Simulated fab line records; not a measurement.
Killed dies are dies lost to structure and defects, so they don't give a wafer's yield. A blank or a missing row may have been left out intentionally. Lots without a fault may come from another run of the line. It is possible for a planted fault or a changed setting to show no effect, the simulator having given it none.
Which tool was responsible? -- flow sky130 -- 72 wafers from 24 lots sampled at 6 of the route's 708 steps

WHAT THE GAUGES SHOWED, per wafer
SKY_SPACER_THK_MEAS_01. Usual: SPACER_CVD_00_THK typically reads 43.1 nm, with standard deviation 0.39.
lot,measured,on,SPACER_CVD_00_THK (nm),flag
L074,day 22 15:55,film_metro-03,43.2 43.1 42.9,
L075,day 23 06:14,film_metro-03,42.9 42.9 42.8,
L076,day 23 10:10,film_metro-04,42.7 43.2 42.8,
L077,day 24 10:22,film_metro-03,44.0 43.6 43.7,
L078,day 24 12:38,film_metro-01,44.0 44.1 43.7,
L079,day 24 16:55,film_metro-04,43.0 42.9 43.3,
L080,day 25 04:49,film_metro-03,43.2 43.3 43.1,
L083,day 26 18:00,film_metro-03,42.8 43.4 43.0,
L081,day 26 18:00,film_metro-01,43.0 43.0 43.1,
L082,day 26 18:01,film_metro-04,42.9 42.8 43.3,
L084,day 26 21:40,film_metro-03,42.7 42.6 43.1,
L085,day 27 04:49,film_metro-03,42.9 42.8 42.8,
L086,day 28 04:41,film_metro-04,42.8 42.6 42.4,
L087,day 28 06:47,film_metro-04,42.7 43.2 42.9,
L088,day 28 09:01,film_metro-03,43.3 43.3 43.2,
L089,day 28 19:29,film_metro-03,43.0 43.3 43.0,
L090,day 28 19:29,film_metro-04,43.6 43.6 43.6,
L092,day 29 03:05,film_metro-01,42.8 42.9 42.9,
L091,day 29 05:38,film_metro-04,42.9 43.0 42.8,
L093,day 29 19:16,film_metro-01,43.6 43.5 43.5,
L094,day 29 21:05,film_metro-04,42.5 42.4 42.6,
L095,day 30 05:46,film_metro-03,43.0 43.1 43.2,
L096,day 30 17:08,film_metro-01,43.3 43.1 43.9,
L097,day 30 18:20,film_metro-03,42.9 42.5 42.6,

SKY_RES_XHIGH_TW_MEAS_09. Usual: RES_XHIGH_TW typically reads 1643, with standard deviation 8.4.
lot,measured,on,RES_XHIGH_TW,flag
L074,day 26 09:26,film_metro-02,1647 1642 1640,
L075,day 26 22:17,film_metro-01,1648 1642 1642,
L076,day 27 02:21,film_metro-02,1644 1642 1641,
L077,day 28 02:14,film_metro-01,1653 1638 1637,
L078,day 28 04:04,film_metro-02,1627 1632 1640,
L079,day 28 08:11,film_metro-02,1643 1635 1634,
L080,day 28 17:19,film_metro-04,1630 1628 1639,
L083,day 30 07:32,film_metro-01,1659 1641 1646,
L081,day 30 08:26,film_metro-02,1638 1634 1649,
L082,day 30 07:14,film_metro-01,1647 1649 1647,
L084,day 30 10:12,film_metro-02,1637 1638 1630,
L085,day 30 16:17,film_metro-04,1642 1632 1636,
L086,day 31 14:45,film_metro-01,1638 1642 1644,
L087,day 31 17:46,film_metro-04,1642 1636 1636,
L088,day 31 19:57,film_metro-02,1641 1642 1640,
L089,day 32 06:47,film_metro-04,1648 1647 1642,
L090,day 32 10:45,film_metro-01,1657 1654 1652,
L092,day 32 12:54,film_metro-04,1642 1631 1649,
L091,day 32 16:26,film_metro-01,1657 1647 1651,
L093,day 33 05:05,film_metro-01,1666 1659 1656,
L094,day 33 06:49,film_metro-01,1668 1653 1659,
L095,day 33 14:43,film_metro-02,1628 1631 1627,
L096,day 34 01:11,film_metro-02,1638 1649 1643,
L097,day 34 02:40,film_metro-01,1651 1649 1634,

SKY_LI_CONTACT_BOW_MEAS_03. Usual: LI_CONTACT_BOW typically reads 57 um, with standard deviation 6.8.
lot,measured,on,LI_CONTACT_BOW (um),flag
L074,day 27 15:41,film_metro-02,39 55 54,
L075,day 28 04:37,film_metro-01,51 54 50,
L076,day 28 09:02,film_metro-04,61 57 75,
L077,day 29 07:24,film_metro-04,56 42 53,
L078,day 29 08:52,film_metro-02,56 49 61,
L079,day 29 13:35,film_metro-04,59 53 54,
L080,day 29 22:00,film_metro-02,59 73 63,
L083,day 31 12:13,film_metro-01,43 60 61,
L081,day 31 12:54,film_metro-02,54 60 63,
L082,day 31 12:07,film_metro-02,60 65 56,
L084,day 31 14:42,film_metro-02,66 64 66,
L085,day 31 20:29,film_metro-01,54 54 48,
L086,day 32 18:22,film_metro-04,59 50 57,
L087,day 32 21:29,film_metro-04,61 60 59,
L088,day 33 00:25,film_metro-04,46 58 48,
L089,day 33 10:49,film_metro-02,61 55 65,
L090,day 33 15:00,film_metro-04,63 66 65,
L092,day 33 17:27,film_metro-04,61 61 52,
L091,day 33 20:32,film_metro-04,49 59 57,
L093,day 34 09:14,film_metro-04,66 48 48,
L094,day 34 11:05,film_metro-04,56 58 70,
L095,day 34 18:27,film_metro-02,51 47 52,
L096,day 35 04:59,film_metro-01,61 60 51,
L097,day 35 06:50,film_metro-02,67 49 54,

SKY_LI_CONTACT_CD_MEAS_12: the cd target is 170 nm. Usual: 170.1 nm for cd_nm, sd 1.5.
lot,measured,on,cd_nm (nm),flag
L074,day 28 19:52,cd_sem-02,168.7 167.4 168.7,
L075,day 29 07:41,cd_sem-02,169.0 169.7 168.5,
L076,day 29 12:55,cd_sem-01,170.2 169.9 170.3,
L077,day 30 10:17,cd_sem-02,169.2 170.6 169.2,
L078,day 30 12:27,cd_sem-02,171.5 168.9 171.7,
L079,day 30 16:58,cd_sem-01,170.8 171.4 169.6,
L080,day 31 01:30,cd_sem-02,171.7 171.5 170.9,
L083,day 32 15:08,cd_sem-02,171.7 170.4 169.6,
L081,day 32 16:22,cd_sem-02,170.5 170.4 171.2,
L082,day 32 14:20,cd_sem-02,169.0 169.9 169.4,
L084,day 32 17:02,cd_sem-02,167.6 168.5 166.9,
L085,day 32 23:44,cd_sem-02,170.7 170.7 170.6,
L086,day 33 21:05,cd_sem-01,169.8 170.5 171.1,
L087,day 33 23:38,cd_sem-01,168.8 170.2 169.7,
L088,day 34 02:46,cd_sem-01,167.3 169.4 168.8,
L089,day 34 13:41,cd_sem-01,172.2 171.7 171.8,
L090,day 34 18:05,cd_sem-01,169.0 169.9 169.5,
L092,day 34 20:59,cd_sem-02,171.9 169.8 170.8,
L091,day 34 23:13,cd_sem-02,166.5 167.2 167.9,
L093,day 35 12:13,cd_sem-01,172.6 172.5 172.6,
L094,day 35 13:47,cd_sem-02,170.7 171.5 171.0,
L095,day 35 21:19,cd_sem-02,170.3 169.9 169.2,
L096,day 36 07:17,cd_sem-01,167.7 167.8 167.4,
L097,day 36 09:32,cd_sem-01,173.5 172.6 171.3,

TOOL THAT RAN EACH LOT (tool first, then ch and the chambers of the sampled wafers, then the start)
lot,SKY_LDD_LDN_STRIP_12,SKY_SD_N_RTA_14
L074,"plasma_asher-02 ch 0,1, day 22 13:54","rtp_anneal-02 ch 0, day 27 14:41"
L075,"plasma_asher-01 ch 0,1, day 23 04:49","rtp_anneal-01 ch 0, day 28 03:35"
L076,"plasma_asher-03 ch 0,1, day 23 07:07","rtp_anneal-02 ch 0, day 28 08:01"
L077,"plasma_asher-01 ch 0,1, day 24 08:57","rtp_anneal-01 ch 0, day 29 06:23"
L078,"plasma_asher-01 ch 0,1, day 24 11:11","rtp_anneal-02 ch 0, day 29 07:48"
L079,"plasma_asher-01 ch 0,1, day 24 15:30","rtp_anneal-01 ch 0, day 29 12:35"
L080,"plasma_asher-02 ch 0,1, day 25 02:49","rtp_anneal-02 ch 0, day 29 20:58"
L083,"plasma_asher-02 ch 0,1, day 26 14:20","rtp_anneal-02 ch 0, day 31 11:12"
L081,"plasma_asher-01 ch 0,1, day 26 15:35","rtp_anneal-01 ch 0, day 31 11:53"
L082,"plasma_asher-02 ch 0,1, day 26 15:53","rtp_anneal-01 ch 0, day 31 11:05"
L084,"plasma_asher-02 ch 1, day 26 20:11","rtp_anneal-02 ch 0, day 31 13:40"
L085,"plasma_asher-01 ch 0,1, day 27 03:20","rtp_anneal-01 ch 0, day 31 19:27"
L086,"plasma_asher-02 ch 0, day 28 03:15","rtp_anneal-02 ch 0, day 32 17:20"
L087,"plasma_asher-03 ch 0,1, day 28 05:22","rtp_anneal-01 ch 0, day 32 20:27"
L088,"plasma_asher-01 ch 0,1, day 28 06:38","rtp_anneal-02 ch 0, day 32 23:05"
L089,"plasma_asher-03 ch 0, day 28 12:34","rtp_anneal-01 ch 0, day 33 09:48"
L090,"plasma_asher-01 ch 0,1, day 28 14:29","rtp_anneal-02 ch 0, day 33 13:55"
L092,"plasma_asher-02 ch 0,1, day 29 00:38","rtp_anneal-01 ch 0, day 33 16:25"
L091,"plasma_asher-03 ch 0,1, day 29 02:54","rtp_anneal-02 ch 0, day 33 19:32"
L093,"plasma_asher-01 ch 0,1, day 29 16:14","rtp_anneal-01 ch 0, day 34 08:08"
L094,"plasma_asher-03 ch 0,1, day 29 18:04","rtp_anneal-02 ch 0, day 34 10:01"
L095,"plasma_asher-01 ch 0,1, day 30 03:04","rtp_anneal-01 ch 0, day 34 17:26"
L096,"plasma_asher-02 ch 0,1, day 30 15:43","rtp_anneal-02 ch 0, day 35 03:59"
L097,"plasma_asher-03 ch 0,1, day 30 16:06","rtp_anneal-01 ch 0, day 35 05:50"
- SKY_LDD_LDN_STRIP_12: strips in O2/N2.
- SKY_SD_N_RTA_14: time 2 s.

WHAT THE TOOLS THEMSELVES READ (means of the sampled wafers that have a number; where no wafer has one, the mark that the record gives instead)
SKY_LDD_LDN_STRIP_12. Usual: drypump_motor_current_A 5.7 A, standard deviation 0.41; oes_product_au 0.715 a.u., standard deviation 0.0047; strip_time_to_endpoint_s 14.20 s, standard deviation 0.04.
lot,tool,drypump_motor_current_A (A),oes_product_au (a.u.),strip_time_to_endpoint_s (s),flag
L074,plasma_asher-02,5.9,0.715,14.14,
L075,plasma_asher-01,5.8,0.719,14.15,
L076,plasma_asher-03,5.7,0.715,14.25,
L077,plasma_asher-01,5.5,0.717,14.14,
L078,plasma_asher-01,5.8,0.715,14.20,
L079,plasma_asher-01,5.8,0.716,14.14,
L080,plasma_asher-02,5.9,0.711,14.23,
L083,plasma_asher-02,5.9,0.717,14.21,
L081,plasma_asher-01,5.5,0.715,14.23,
L082,plasma_asher-02,6.1,0.713,14.18,
L084,plasma_asher-02,6.2,0.716,14.21,
L085,plasma_asher-01,5.5,0.715,14.18,
L086,plasma_asher-02,5.8,0.717,14.24,
L087,plasma_asher-03,5.4,0.716,14.18,
L088,plasma_asher-01,5.8,0.717,14.17,
L089,plasma_asher-03,6.0,0.718,14.17,
L090,plasma_asher-01,5.6,0.720,14.19,
L092,plasma_asher-02,6.0,0.719,14.16,
L091,plasma_asher-03,5.4,0.716,14.25,
L093,plasma_asher-01,5.6,0.713,14.26,
L094,plasma_asher-03,5.4,0.716,14.19,
L095,plasma_asher-01,5.6,0.717,14.24,
L096,plasma_asher-02,5.9,0.714,14.23,
L097,plasma_asher-03,5.7,0.714,14.19,

SKY_SD_N_RTA_14. Usual: lamp_power_pct 15.73 %, standard deviation 0.051; wafer_temp_C_max 1078.1, standard deviation 1.2.
lot,tool,lamp_power_pct (%),wafer_temp_C_max,flag
L074,rtp_anneal-02,15.76,1077.9,
L075,rtp_anneal-01,15.71,1077.3,
L076,rtp_anneal-02,15.74,1077.6,
L077,rtp_anneal-01,15.76,1076.5,
L078,rtp_anneal-02,15.76,1077.4,
L079,rtp_anneal-01,15.67,1077.2,
L080,rtp_anneal-02,15.75,1077.9,
L083,rtp_anneal-02,15.75,1077.3,
L081,rtp_anneal-01,15.73,1078.1,
L082,rtp_anneal-01,15.74,1077.9,
L084,rtp_anneal-02,15.68,1077.5,
L085,rtp_anneal-01,15.76,1078.1,
L086,rtp_anneal-02,15.73,1076.6,
L087,rtp_anneal-01,15.72,1078.6,
L088,rtp_anneal-02,15.69,1078.9,
L089,rtp_anneal-01,15.77,1077.8,
L090,rtp_anneal-02,15.73,1078.4,
L092,rtp_anneal-01,15.72,1078.3,
L091,rtp_anneal-02,15.72,1079.3,
L093,rtp_anneal-01,15.70,1077.6,
L094,rtp_anneal-02,15.70,1077.6,
L095,rtp_anneal-01,15.73,1079.1,
L096,rtp_anneal-02,15.73,1077.9,
L097,rtp_anneal-01,15.67,1078.6,

THE ANSWER, worked out from the rows above alone
Rule: a lot is off if the mean of its wafers that have a number lies more than 3 standard deviations from the usual mean. A lot without any number at a reading at which 4 lots or more have one is off too. Where the step has rows for the other lots, those lots are counted as sound. The gauges are gone through in route order, then the tools' own readings, and for those a lot's mean is taken as printed above. The first step at which some lot is off is used, and at that step the reading that is off furthest; a lot without a number counts as furthest.
None of the lots is off at any reading shown; this tells nothing.

WHAT THE SIMULATOR PUT IN
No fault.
